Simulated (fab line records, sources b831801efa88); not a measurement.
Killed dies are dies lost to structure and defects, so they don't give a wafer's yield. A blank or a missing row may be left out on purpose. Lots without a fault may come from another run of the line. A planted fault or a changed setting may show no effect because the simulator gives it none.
fab line records | flow sfq_line
record lots=15 wafers=43 last_day=92
route steps=325 shown L0@14 I0@44 A5B@211 R5@223
lots that met no fault: from a run of the same line without faults
start_h: hours from the record's first day to the start of the lot's first wafer shown | wait_h: hours since the lot's step before | " the same as in the row above | L1.1+2: a row that stands for several wafers | - no value, or no start given | * or withheld: withheld | < > ~ a bound
route shown NAME@n: a module of which the file shows steps, and the number in the route of the first | usual: mean/standard deviation of fault-free wafers | same: alike in all rows | chamber/n: place in a boat | sites: the reading at each site | _std_site: their standard deviation | _edge_site: outer sites' mean less inner sites' | radius_mm: how far each site lies from the wafer's centre | mask NAME#n: copy n | behind: the tool/chamber that last shaped the wafer | hold: why the lot was held/for how many hours/how that ended | device: the transistor (n, p or np) that didn't switch | end of line: the same wafers' tests at the end of the route | a step without rows: its recipe alone | killed: dies lost to structure and defects at the first sort, not the wafer's yield | map: a wafer's dies, x killed, . not, _ none there
set.NAME: the setting as run; set.NAME@STEP: as run at that earlier step | model.NAME: the simulator's own value behind a step, which no gauge read
steps of the route over a sample of lots; a table a step, a row a wafer
services: from which hour (start_h, from the record's first day; less than 0 if before it) a tool's chamber was out of use, for how many hours, and why
## steps
# step SFQ_TRILAYER_L0_STRIP_STRIP_009
# recipe gas=O2 power_w=200 platen_temp_c=40 overash_fraction=0.65 chemistry=O2 pressure_mtorr=50
# usual drypump_motor_current_A=5.8/0.35 oes_product_au=0.997/0.0079
# same overash_fraction=0.65
# columns lot.wafer tool chamber start_h wait_h drypump_motor_current_A oes_product_au rf_hours_counter_h
L988.2 rie_metal-02 1 63.09 0.0 6.3 1.007 166
L988.5 " 1 " " 6.3 1.004 -
L988.6 " 0 " " 5.5 1.003 -
L989.2 rie_metal-04 0 66.69 0.0 5.8 1.013 153
L989.5 " 1 " " 6.2 1.000 -
L989.6 " 0 " " 5.8 1.005 -
L990.1 rie_metal-02 0 67.89 0.0 5.5 0.995 90
L990.4 " 0 " " 5.5 0.988 -
L990.5 " 0 " " 5.5 0.992 -
L991.3 rie_metal-04 1 69.29 0.2 6.1 0.992 -
L991.4 " 0 " " 5.8 0.995 -
L991.6 " 1 " " 6.2 0.988 -
L993.4 rie_metal-01 0 74.09 0.2 5.5 1.009 -
L993.5 " 0 " " 5.5 0.997 -
L993.6 " 1 " " 5.4 0.997 -
L994.1 rie_metal-04 1 75.22 0.0 6.2 0.999 120
L994.2 " 0 " " 5.8 1.019 155
L994.4 " 0 " " 5.8 1.006 -
L996.2 rie_metal-01 0 83.04 0.0 5.5 1.010 8
L996.5 " 1 " " 5.4 1.004 -
L996.6 " 0 " " 5.5 1.006 -
L997.2 rie_metal-02 0 87.84 0.0 5.5 0.989 94
L997.3 " 0 " " 5.5 0.975 -
L997.6 " 0 " " 5.5 0.982 -
L998.1 rie_metal-02 0 92.64 0.0 5.5 0.992 94
L998.4 " 0 " " 5.5 0.980 -
L998.6 " 0 " " 5.5 0.988 -
L102.3 rie_metal-02 1 118.42 0.2 6.3 1.001 -
L102.6 " 1 " " 6.3 0.990 -
L105.2 rie_metal-02 0 132.62 0.0 5.4 0.993 102
L105.4 " 0 " " 5.5 1.000 -
L106.1 rie_metal-04 1 137.42 0.0 6.2 0.991 132
L106.3 " 0 " " 5.8 0.993 -
L106.6 " 1 " " 6.1 0.976 -
L108.1 rie_metal-01 1 145.85 0.0 5.4 0.995 199
L108.3 " 1 " " 5.5 0.992 -
L108.5 " 0 " " 5.5 1.004 -
L109.2 rie_metal-02 0 154.22 0.0 5.5 0.993 107
L109.4 " 1 " " 6.3 0.992 -
L109.6 " 0 " " 5.5 0.986 -
L110.3 rie_metal-04 0 158.02 0.2 5.8 1.007 -
L110.4 " 1 " " 6.1 0.993 -
L110.5 " 0 " " 5.8 1.008 -
# step SFQ_TRILAYER_I0_CMP_CMP_028
# recipe material=SiO2 down_force_psi=3 platen_rpm=60 pad_velocity_m_s=0.94248
# usual head_pressure_psi=2.999/0.0068 motor_current_A=10.1/1 time_to_endpoint_s=216/7.3
# columns lot.wafer tool chamber start_h wait_h head_pressure_psi motor_current_A time_to_endpoint_s
L988.2 cmp-02 0 136.49 5.3 3.000 11.4 216
L988.6 " 3 137.99 6.8 3.008 11.0 212
L988.5 " 0 " " 2.998 10.4 219
L989.2 cmp-01 2 138.60 5.5 3.004 10.2 216
L989.6 " 1 140.10 6.9 2.993 11.0 224
L989.5 " 2 " " 3.006 9.8 211
L990.4 cmp-02 3 141.99 6.0 2.991 10.7 218
L990.1 " 1 142.99 7.0 2.997 9.7 213
L990.5 " 0 144.49 8.5 2.996 10.7 224
L991.3 cmp-02 2 148.49 7.7 3.007 8.3 217
L991.4 " 0 149.49 8.7 3.006 10.4 222
L991.6 " 1 " " 3.005 10.0 208
L993.4 cmp-01 0 155.16 9.6 2.985 9.3 224
L993.6 " 0 157.16 11.6 2.988 10.1 219
L993.5 " 1 " " 3.007 11.3 225
L994.2 cmp-01 3 161.16 12.0 3.005 10.3 212
L994.1 " 0 " " 2.991 9.7 219
L994.4 " 2 162.66 13.5 3.003 10.3 213
L996.2 cmp-01 1 171.16 13.6 2.978 11.2 217
L996.5 " 3 172.16 14.6 2.997 10.7 222
L996.6 " 0 " " 3.002 9.1 229
L997.3 cmp-01 2 185.16 20.6 3.001 9.6 222
L997.2 " 1 186.66 22.1 3.005 11.9 223
L997.6 " 2 " " 2.981 9.8 230
L998.1 cmp-01 3 188.16 20.0 3.000 10.0 208
L998.4 " 2 189.66 21.5 2.990 9.8 222
L998.6 " 0 190.66 22.5 3.007 9.1 219
L102.3 cmp-01 1 209.16 14.4 3.002 11.8 210
L102.6 " 2 211.66 16.9 3.000 10.4 198
L105.4 cmp-01 0 227.16 9.3 3.009 9.1 214
L105.2 " 3 228.66 10.8 2.997 10.2 218
L106.1 cmp-01 3 231.16 8.5 2.996 10.4 209
L106.3 " 0 " " 2.995 9.3 220
L106.6 " 2 232.66 10.0 3.005 9.9 201
L108.3 cmp-02 2 238.32 10.9 3.005 7.7 207
L108.1 " 1 239.82 12.4 3.011 9.8 213
L108.5 " 3 240.82 13.3 3.010 11.3 211
L109.4 cmp-02 1 247.32 9.0 3.003 9.6 214
L109.2 " 3 248.32 10.1 3.001 11.3 204
L109.6 " 2 249.82 11.5 2.995 8.2 212
L110.3 cmp-02 0 253.82 8.4 2.995 10.9 216
L110.4 " 2 254.82 9.3 3.002 7.7 209
L110.5 " 0 255.82 10.3 2.990 10.7 219
# step SFQ_I0_BOW_MEAS_907
# recipe mode=bow
# usual I0_BOW=1/6.6
# columns lot.wafer tool chamber start_h wait_h I0_BOW[um]
L988.2 film_metro-04 - 139.01 2.0 0
L988.5 " - " " 0
L988.6 " - " " -1
L989.2 film_metro-03 - 141.12 2.0 -4
L989.5 " - " " 3
L989.6 " - " " -4
L990.1 film_metro-02 - 144.99 1.5 5
L990.4 " - " " 0
L990.5 " - " " -7
L991.3 film_metro-02 - 151.03 2.0 1
L991.4 " - " " 15
L991.6 " - " " 3
L993.4 film_metro-04 - 158.22 2.6 4
L993.5 " - " " 1
L993.6 " - " " 6
L994.1 film_metro-04 - 164.16 2.0 -15
L994.2 " - " " 4
L994.4 " - " " -13
L996.2 film_metro-02 - 173.18 1.5 -5
L996.5 " - " " 3
L996.6 " - " " -6
L997.2 film_metro-02 - 188.18 1.0 -2
L997.3 " - " " 0
L997.6 " - " " -2
L998.1 film_metro-03 - 191.16 2.5 -1
L998.4 " - " " 10
L998.6 " - " " 2
L102.3 film_metro-03 - 212.20 2.5 -1
L102.6 " - " " 2
L102.3 film_metro-03 - 213.52 1.3 -
L102.6 " - " " -
L105.2 film_metro-02 - 230.18 1.0 4
L105.4 " - " " 0
L105.2 film_metro-02 - 231.50 1.3 -
L105.4 " - " " -
L106.1 film_metro-04 - 233.16 1.5 1
L106.3 " - " " -4
L106.6 " - " " -1
L106.1 film_metro-04 - 234.48 1.3 -
L106.3 " - " " -
L106.6 " - " " -
L108.1 film_metro-02 - 241.32 1.0 -3
L108.3 " - " " 4
L108.5 " - " " -1
L109.2 film_metro-04 - 250.34 1.5 -18
L109.4 " - " " 1
L109.6 " - " " -1
L110.3 film_metro-04 - 256.36 2.0 -2
L110.4 " - " " 8
L110.5 " - " " 2
# step SFQ_TRILAYER_I0_METRO_MEASURE_029
# usual thk_nm=200.0/0.99
# columns lot.wafer tool chamber start_h wait_h thk_nm
L988.2 film_metro-04 - 139.31 0.3 200.4
L988.5 " - " " 200.8
L988.6 " - " " 200.0
L989.2 film_metro-03 - 141.42 0.3 198.9
L989.5 " - " " 198.9
L989.6 " - " " 200.5
L990.1 film_metro-02 - 145.11 0.1 200.1
L990.4 " - " " 199.6
L990.5 " - " " 200.5
L991.3 film_metro-02 - 151.51 0.5 200.7
L991.4 " - " " 199.9
L991.6 " - " " 200.1
L993.4 film_metro-04 - 158.88 0.6 201.8
L993.5 " - " " 200.7
L993.6 " - " " 200.5
L994.1 film_metro-04 - 164.28 0.1 201.2
L994.2 " - " " 199.9
L994.4 " - " " 199.3
L996.2 film_metro-02 - 173.48 0.3 200.2
L996.5 " - " " 198.8
L996.6 " - " " 200.6
L997.2 film_metro-02 - 188.48 0.3 200.7
L997.3 " - " " 200.5
L997.6 " - " " 199.6
L998.1 film_metro-03 - 191.28 0.1 200.1
L998.4 " - " " 200.2
L998.6 " - " " 201.7
L102.3 film_metro-03 - 219.88 6.3 200.1
L102.6 " - " " 218.3
L102.3 film_metro-03 - 221.25 1.2 199.8
L102.6 " - " " 218.3
L105.2 film_metro-02 - 233.34 1.8 201.1
L105.4 " - " " 221.2
L105.2 film_metro-02 - 234.71 1.2 201.1
L105.4 " - " " 221.2
L106.1 film_metro-04 - 236.80 2.3 199.9
L106.3 " - " " 200.5
L106.6 " - " " 219.9
L106.1 film_metro-04 - 238.17 1.2 199.9
L106.3 " - " " 200.4
L106.6 " - " " 220.3
L108.1 film_metro-02 - 241.44 0.1 199.8
L108.3 " - " " 200.6
L108.5 " - " " 198.5
L109.2 film_metro-04 - 250.64 0.3 198.1
L109.4 " - " " 199.0
L109.6 " - " " 200.6
L110.3 film_metro-04 - 256.84 0.5 200.3
L110.4 " - " " 200.6
L110.5 " - " " 201.3
# step SFQ_TRILAYER_I0_VIA_ETCH_VIA_ETCH_034
# recipe target=SiO2 stop_on=Nb mask_material=PR taper_deg=20 chemistry=CHF3 target_depth_nm=260 source_w=500 bias_w=80 pressure_mtorr=30 time_s=withheld
# usual bias_w=79.97/0.22 drypump_motor_current_A=5.9/0.43 oes_product_au=0.855/0.0051
# columns lot.wafer tool chamber start_h wait_h bias_w drypump_motor_current_A oes_product_au
L988.2 rie_diel-03 0 215.71 0.0 80.22 5.3 0.865
L988.5 " 0 " " 80.39 5.3 0.857
L988.6 " 3 " " 79.49 5.6 0.850
L989.2 rie_diel-02 3 216.91 0.0 79.95 5.6 0.852
L989.5 " 2 " " 79.89 6.1 0.848
L989.6 " 1 " " 80.19 5.6 0.861
L990.1 rie_diel-03 1 220.51 0.0 80.40 6.5 0.851
L990.4 " 3 " " 79.91 5.6 0.853
L990.5 " 1 " " 80.08 6.5 0.852
L991.3 rie_diel-01 3 224.11 0.0 79.99 6.7 0.864
L991.4 " 2 " " 79.79 5.9 0.855
L991.6 " 2 " " 79.94 5.9 0.848
L993.4 rie_diel-03 2 234.16 0.0 79.94 5.9 0.851
L993.5 " 2 " " 79.78 5.9 0.857
L993.6 " 1 " " 80.16 6.5 0.860
L994.1 rie_diel-02 2 241.36 0.0 79.87 6.1 0.860
L994.2 " 3 " " 80.00 5.6 0.861
L994.4 " 1 " " 79.86 5.6 0.855
L996.2 rie_diel-01 0 249.76 0.0 79.99 5.6 0.854
L996.5 " 1 " " 80.18 5.4 0.854
L996.6 " 0 " " 80.08 5.6 0.858
L997.2 rie_diel-02 2 260.56 0.0 79.96 6.1 0.856
L997.3 " 0 " " 80.11 5.6 0.853
L997.6 " 1 " " 79.46 5.6 0.852
L998.1 rie_diel-01 0 264.16 0.0 79.40 5.6 0.862
L998.4 " 2 " " 80.19 5.9 0.857
L998.6 " 2 " " 80.37 5.9 0.866
L102.3 rie_diel-02 2 288.91 0.0 79.87 6.1 0.858
L102.6 " 2 " " 80.22 6.1 0.886
L105.2 rie_diel-02 3 316.51 0.0 79.95 5.6 0.853
L105.4 " 0 " " 79.96 5.6 0.900
L106.1 rie_diel-01 3 320.11 0.0 80.08 6.7 0.849
L106.3 " 1 " " 80.46 5.3 0.855
L106.6 " 3 " " 79.89 6.6 0.897
L108.1 rie_diel-02 3 328.51 0.0 79.76 5.6 0.856
L108.3 " 0 " " 79.80 5.6 0.854
L108.5 " 3 " " 79.58 5.6 0.847
L109.2 rie_diel-01 0 338.11 0.0 79.97 5.6 0.844
L109.4 " 2 " " 79.74 5.9 0.859
L109.6 " 0 " " 79.89 5.6 0.858
L110.3 rie_diel-01 1 346.61 0.0 80.04 5.4 0.861
L110.4 " 3 " " 80.25 6.7 0.857
L110.5 " 3 " " 80.21 6.7 0.858
# step SFQ_TRILAYER_A5B_METRO_MEASURE_131
# usual thk_nm=339/4.9
# columns lot.wafer tool chamber start_h wait_h thk_nm
L988.2 film_metro-01 - 1433.21 2.2 339
L988.5 " - " " 338
L988.6 " - " " 340
L989.2 film_metro-04 - 1435.61 2.2 339
L989.5 " - " " 345
L989.6 " - " " 344
L990.1 film_metro-01 - 1436.61 1.5 346
L990.4 " - " " 350
L990.5 " - " " 348
L991.3 film_metro-01 - 1441.81 2.4 346
L991.4 " - " " 347
L991.6 " - " " 346
L993.4 film_metro-01 - 1449.21 3.1 344
L993.5 " - " " 331
L993.6 " - " " 335
L994.1 film_metro-04 - 1451.61 2.0 340
L994.2 " - " " 346
L994.4 " - " " 341
L996.2 film_metro-01 - 1458.12 1.7 334
L996.5 " - " " 333
L996.6 " - " " 336
L997.2 film_metro-01 - 1461.12 2.2 335
L997.3 " - " " 338
L997.6 " - " " 330
L998.1 film_metro-04 - 1463.92 1.0 336
L998.4 " - " " 344
L998.6 " - " " 340
L102.3 film_metro-02 - 1476.01 2.4 339
L102.6 " - " " 332
L105.2 film_metro-01 - 1546.41 1.7 344
L105.4 " - " " 343
L106.1 film_metro-04 - 1547.47 2.5 340
L106.3 " - " " 342
L106.6 " - " " 337
L108.1 film_metro-02 - 1595.47 1.5 331
L108.3 " - " " 330
L108.5 " - " " 336
L109.2 film_metro-01 - 1610.20 1.2 339
L109.4 " - " " 333
L109.6 " - " " 337
L110.3 film_metro-04 - 1615.20 1.9 341
L110.4 " - " " 341
L110.5 " - " " 338
# step SFQ_R5_OVL_MEAS_935
# usual R5_OVL=-4/5.9
# columns lot.wafer tool chamber start_h wait_h R5_OVL[nm]
L988.2 overlay-02 - 1436.86 0.1 -17
L988.5 " - " " -17
L988.6 " - " " -18
L989.2 overlay-01 - 1439.78 0.1 0
L989.5 " - " " 4
L989.6 " - " " -2
L990.1 overlay-01 - 1440.97 0.1 1
L990.4 " - " " -1
L990.5 " - " " -1
L991.3 overlay-02 - 1445.14 0.1 7
L991.4 " - " " -7
L991.6 " - " " -4
L993.4 overlay-02 - 1570.94 0.1 5
L993.5 " - " " 1
L993.6 " - " " -1
L994.1 overlay-02 - 1573.32 0.1 -2
L994.2 " - " " -15
L994.4 " - " " -15
L996.2 overlay-01 - 1580.52 0.1 -3
L996.5 " - " " 4
L996.6 " - " " -4
L997.2 overlay-01 - 1581.72 0.1 -3
L997.3 " - " " 0
L997.6 " - " " -5
L998.1 overlay-02 - 1584.12 0.1 -3
L998.4 " - " " -5
L998.6 " - " " -4
L102.3 overlay-02 - 1592.53 0.1 2
L102.6 " - " " 0
L105.2 overlay-02 - 1661.17 0.1 -6
L105.4 " - " " -1
L106.1 overlay-01 - 1662.37 0.1 -10
L106.3 " - " " -4
L106.6 " - " " 3
L108.1 overlay-02 - 1715.03 0.1 -5
L108.3 " - " " 1
L108.5 " - " " -5
L109.2 overlay-02 - 1728.24 0.1 0
L109.4 " - " " 8
L109.6 " - " " -2
L110.3 overlay-02 - 1730.64 0.1 5
L110.4 " - " " -3
L110.5 " - " " 2
## services
# columns tool chamber start_h hours kind
film_metro-04 - 64.70 1.0 pm
film_metro-04 - 149.14 2.2 pm
film_metro-04 - 194.81 1.2 pm
film_metro-04 - 266.09 0.2 pm
film_metro-04 - 309.70 1.1 pm
film_metro-04 - 439.81 0.4 pm
film_metro-04 - 511.09 2.9 pm
film_metro-04 - 554.70 0.4 pm
film_metro-04 - 684.81 0.6 pm
film_metro-04 - 756.09 3.6 pm
film_metro-04 - 800.50 1.2 pm
film_metro-04 - 929.81 1.7 pm
film_metro-04 - 958.05 33.9 repair
film_metro-04 - 1001.09 1.1 pm
film_metro-04 - 1044.70 2.5 pm
film_metro-04 - 1084.32 5.8 pm
film_metro-04 - 1130.61 0.7 pm
film_metro-04 - 1174.81 2.1 pm
film_metro-04 - 1246.09 0.9 pm
film_metro-04 - 1249.14 1.5 pm
film_metro-04 - 1289.70 1.5 pm
film_metro-04 - 1419.81 1.4 pm
film_metro-04 - 1491.93 0.6 pm
film_metro-04 - 1534.70 1.5 pm
## key
first_sign step=SFQ_I0_BOW_MEAS_907 reading=visit direction=added
effect step=SFQ_TRILAYER_I0_METRO_MEASURE_029 reading=visit direction=added
effect step=SFQ_TRILAYER_I0_METRO_MEASURE_029 reading=thk_nm direction=up sigmas=20 usual=200.0 struck=219.8
effect step=SFQ_TRILAYER_I0_VIA_ETCH_VIA_ETCH_034 reading=oes_product_au direction=up sigmas=7.8 usual=0.855 struck=0.895
met_at SFQ_TRILAYER_I0_CMP_CMP_028
struck_lots L102,L105,L106
struck_wafers L102.6,L105.4,L106.6
not_acting_at SFQ_TRILAYER_L0_STRIP_STRIP_009,SFQ_TRILAYER_A5B_METRO_MEASURE_131,SFQ_R5_OVL_MEAS_935
onset_between 188.16 209.16
fault kind=process_parameter_drift tool=cmp-01 chamber=- onset_h=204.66 steps=SFQ_TRILAYER_I0_CMP_CMP_028 channel=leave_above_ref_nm offset=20 shape=step end_h=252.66 scope=struck_wafers_only acts_in=these_recipes_only stated=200
